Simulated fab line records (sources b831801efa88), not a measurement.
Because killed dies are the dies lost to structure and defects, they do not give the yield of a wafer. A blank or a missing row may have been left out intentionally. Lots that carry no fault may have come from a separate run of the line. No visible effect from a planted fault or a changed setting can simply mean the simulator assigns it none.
A struck lot beside a sound one + flow sky130 + 23 out of 708 route steps
Sound: wafers L916.3, L916.4, L916.5. Struck: wafers L908.2, L908.4, L908.6. The cause is given at the end.
For every step that has rows: the tool of each side, followed by ch and its chambers, followed by its first start. Under that, the readings that differ: sound wafers + struck wafers + difference of the means + sigmas: that difference in standard deviations of wafers without a fault.
alike: words and numbers the same on both sides, and readings whose means are apart by under 2 such deviations; not compared: readings that were withheld, readings missing a value for some wafer, numbers with overlapping values and no deviation given by the record, and bounds like >300 which may hide the same value.
Wherever a step has rows on one side only, a row that says differs or no value, or a row with sigmas, the two part there. Numbers that have no deviation but don't overlap get no sigmas and don't part them. Lack of a reading on every wafer of one side parts them only where that side has two or more wafers.

first, 1 step without rows for these wafers: SKY_CAP2M_DEVELOP_11 (develop time 60 s).
SKY_CAP2M_OVL_MEAS_12:
  struck on overlay-02, day 42 13:23; sound on overlay-02, day 44 23:44
  alike: CAP2M_OVL
SKY_CAP2M_METAL_ETCH_13: etches TiN in Cl2/BCl3, stops on SiO2, target depth 220 nm, time 62.9 s.
  sound on rie-metal-03 ch 1, day 44 23:48; struck on rie-metal-03 ch 0,1, day 42 13:25
  alike: drypump-motor-current-A, oes-product-au, rf-fwd-power-W, throttle-valve-pct
  not compared: rf-hours-counter-h
SKY_CAP2M_STRIP_14: strips in O2/N2.
  sound on plasma-asher-01 ch 0,1, day 44 23:56; struck on plasma-asher-04 ch 0,1, day 42 13:29
  alike: drypump-motor-current-A, oes-product-au, strip-time-to-endpoint-s
  not compared: rf-hours-counter-h
then, 8 steps without rows for these wafers: SKY_CAP2M_STRIP_15 (strips in post etch residue remover, time 1200 s); SKY_CAP2M_CLEAN_16 (cleans in IPA, time 180 s); SKY_CAP2M_CLEAN_17 (cleans in O3/DIW); SKY_METAL4_DEHYDRATE_05 (time 60 s); SKY_METAL4_HMDS_06 (prime time 60 s); SKY_METAL4_COAT_07 (resist thk 60 nm); SKY_METAL4_COAT_08 (resist thk 1140 nm); SKY_METAL4_SOFTBAKE_09 (time 90 s).
SKY_METAL4_EXPOSE_10: exposes mask MM4, target cd 300 nm.
  sound on krf-scanner-01 ch 0, day 45 10:57; struck on krf-scanner-02 ch 0, day 43 01:37
| reading              | sound                | struck               | difference | sigmas |
|----------------------|----------------------|----------------------|------------|--------|
| exposure-dose-mJ-cm2 | 27.935 27.995 27.996 | 29.600 29.598 29.597 | +1.623     | +60    |
  alike: mask
then, 2 steps without rows for these wafers: SKY_METAL4_PEB_11; SKY_METAL4_DEVELOP_12 (develop time 60 s).
SKY_METAL4_CD_MEAS_13 targets a cd of 300 nm.
  struck on cd-sem-01, day 43 12:50; sound on cd-sem-01, day 45 22:00
| reading    | sound             | struck            | difference | sigmas |
|------------|-------------------|-------------------|------------|--------|
| cd-nm (nm) | 301.0 299.8 301.7 | 292.1 291.5 289.5 | -9.8       | -8     |
SKY_METAL4_OVL_MEAS_14:
  struck on overlay-01, day 43 12:56; sound on overlay-02, day 45 22:06
  alike: METAL4_OVL
SKY_METAL4_DESCUM_15: chemistry O2, time 8 s.
  sound on rie-metal-01 ch 0,1, day 45 22:08; struck on rie-metal-04 ch 0,1, day 43 12:58
| reading                 | sound             | struck            | difference | sigmas |
|-------------------------|-------------------|-------------------|------------|--------|
| model.METAL4.cd-nm (nm) | 300.3 299.9 301.3 | 291.2 291.2 289.6 | -9.8       |        |
  alike: drypump-motor-current-A, oes-product-au, rf-fwd-power-W
  not compared: rf-hours-counter-h
SKY_METAL4_ETCH_16: etches BARC in N2/H2, stops on SiO2, time 88.2 s, target depth 60 nm.
  sound on rie-metal-01 ch 0,1, day 45 22:11; struck on rie-metal-04 ch 0,1, day 43 13:00
  alike: drypump-motor-current-A, oes-product-au, rf-fwd-power-W, throttle-valve-pct
  not compared: rf-hours-counter-h
SKY_METAL4_ETCH_17: etches SiO2 in C4F8/O2/Ar, stops on TiN, time 3.9 s, target depth 15 nm.
  sound on rie-diel-02 ch 0,2,3, day 45 22:15; struck on rie-diel-01 ch 0,1,3, day 43 13:06
  alike: oes-product-au, rf-fwd-power-W
  not compared: rf-hours-counter-h
SKY_METAL4_METAL_ETCH_18: etches the open film in Cl2/BCl3, stops on SiO2, target depth 845 nm, time 183.1 s.
  sound on rie-metal-04 ch 0,1, day 45 22:20; struck on rie-metal-02 ch 0,1, day 43 13:07
| reading                 | sound             | struck          | difference | sigmas |
|-------------------------|-------------------|-----------------|------------|--------|
| model.METAL4.cd-nm (nm) | 301.8 300.6 303.6 | 288.6 295 289.8 | -10.9      |        |
  alike: drypump-motor-current-A, oes-product-au, rf-fwd-power-W, throttle-valve-pct
  not compared: rf-hours-counter-h
SKY_METAL4_STRIP_19: strips in O2/N2.
  sound on plasma-asher-02 ch 0,1, day 45 22:29; struck on plasma-asher-03 ch 0,1, day 43 13:18
  alike: drypump-motor-current-A, oes-product-au, strip-time-to-endpoint-s
  not compared: rf-hours-counter-h
-- the record jumps here: 4 days lie between the struck wafers' starts before and after (it left off in module METAL4 and takes up again in module PAD_OPEN, whose first step shown is number 708 of the route) --
SKY_PAD_OPEN_PROBE_99:
  struck on prober-01, day 47 09:45; sound on prober-01, day 49 11:05
| reading                        | sound                | struck               | difference | sigmas |
|--------------------------------|----------------------|----------------------|------------|--------|
| model.etest.met4.width-nm (nm) | 301.8 302.4 302.3    | 288.6 298.6 287.9    | -10.5      |        |
| model.etest.met4.line-ohm-um   | 0.1407 0.1438 0.1428 | 0.1487 0.1456 0.1492 | +0.0054    |        |
  alike: defect-limited-yield, killed_at_M0_to_M3, killed_at_M4_up, killed-at-contacts, killed-at-front-end, killed-at-other, killed-dies, killed-open, killed-short, sort_bin_3_pad_short, sort_bin_5_function, sort_bin_6_memory, sort-n-pass, sort-yield-pct

== WHERE THEY PART ==
Last at SKY_METAL4_CD_MEAS_13 as far as this record goes, first at SKY_METAL4_EXPOSE_10. Later steps at which nothing parts them and some readings are alike: SKY_METAL4_OVL_MEAS_14, SKY_METAL4_DESCUM_15, SKY_METAL4_ETCH_16, SKY_METAL4_ETCH_17, SKY_METAL4_METAL_ETCH_18, SKY_METAL4_STRIP_19, SKY_PAD_OPEN_PROBE_99.

WHY: whatever the simulator had introduced
Drift in process parameters on krf-scanner-02 at SKY_METAL4_EXPOSE_10, starting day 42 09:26. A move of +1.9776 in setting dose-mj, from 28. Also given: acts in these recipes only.
